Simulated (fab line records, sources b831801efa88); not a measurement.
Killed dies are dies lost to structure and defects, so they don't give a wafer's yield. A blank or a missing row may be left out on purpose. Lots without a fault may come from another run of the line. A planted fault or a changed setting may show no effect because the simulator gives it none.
Chamber matching | flow sky130 | SKY_CONTACT_ETCH_16 on rie_diel-02: 4 sister chambers
The step etches BARC in N2/H2, stops on SiO2, time 45.9 s, target depth 60 nm. 14 wafers are shown with their chamber, then 7 later ones without.

WAFERS WITH THEIR CHAMBER
wafer  | chamber | rf_fwd_power_W (W) | throttle_valve_pct (%) | oes_product_au (a.u.)
L078.2 | 0       | 493.4              | 13.234                 | 0.863
L078.3 | 1       | 493.7              | 13.221                 | 0.854
L078.5 | 0       | 493.9              | 13.229                 | 0.853
L079.1 | 3       | 497.3              | 13.238                 | 0.852
L079.2 | 1       | 496.0              | 13.221                 | 0.854
L079.6 | 1       | 498.4              | 13.213                 | 0.858
L082.3 | 1       | 494.7              | 13.220                 | 0.855
L082.5 | 1       | 495.6              | 13.208                 | 0.859
L082.6 | 3       | 495.8              | 13.220                 | 0.850
L084.2 | 3       | 497.2              | 13.234                 | 0.856
L084.4 | 3       | 497.9              | 13.242                 | 0.856
L084.5 | 0       | 492.4              | 13.227                 | 0.861
L087.1 | 3       | 495.1              | 13.233                 | 0.848
L087.3 | 2       | 493.4              | 13.222                 | 0.849

SIGNATURES (means of the wafers above)
reading            | chamber 0 | chamber 1 | chamber 2 | chamber 3 | scatter within a chamber
rf_fwd_power_W     | 493.233   | 495.680   | 493.400   | 496.660   | 1.38
throttle_valve_pct | 13.23000  | 13.21660  | 13.22200  | 13.23340  | 0.00662
oes_product_au     | 0.85900   | 0.85600   | 0.84900   | 0.85240   | 0.00359
Rule: a wafer's distance from a chamber is the root of the sum, over the readings, of the square of ((its reading less the chamber's mean) divided by the reading's scatter). The wafer belongs to the nearest chamber; if the next one is less than 2 further off, it can't be placed. The scatter: the root of (the sum of the squares of (reading less its chamber's mean) over the shown wafers, divided by (wafers less chambers)).

WAFERS WITHOUT THEIR CHAMBER
wafer  | rf_fwd_power_W (W) | throttle_valve_pct (%) | oes_product_au (a.u.)
L087.5 | 493.1              | 13.223                 | 0.859
L089.1 | 497.2              | 13.228                 | 0.861
L089.2 | 492.8              | 13.219                 | 0.856
L089.4 | 498.1              | 13.216                 | 0.854
L092.3 | 491.8              | 13.226                 | 0.853
L092.4 | 495.4              | 13.239                 | 0.853
L092.5 | 496.0              | 13.235                 | 0.848

WHICH CHAMBER EACH WENT THROUGH
wafer  | from the rows above               | in truth
L087.5 | can't be placed: 0 or 1 or 2      | 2
L089.1 | can't be placed: 1 or 3 or 0 or 2 | 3
L089.2 | can't be placed: 0 or 2 or 1 or 3 | 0
L089.4 | can't be placed: 1 or 3 or 2      | 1
L092.3 | can't be placed: 2 or 0 or 1 or 3 | 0
L092.4 | can't be placed: 3 or 0 or 2      | 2
L092.5 | can't be placed: 3 or 2           | 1
Placed correctly: 0 of 7. Can't be placed from these rows: 7 (the true chamber is among the candidates in 6). Placed wrongly: 0.
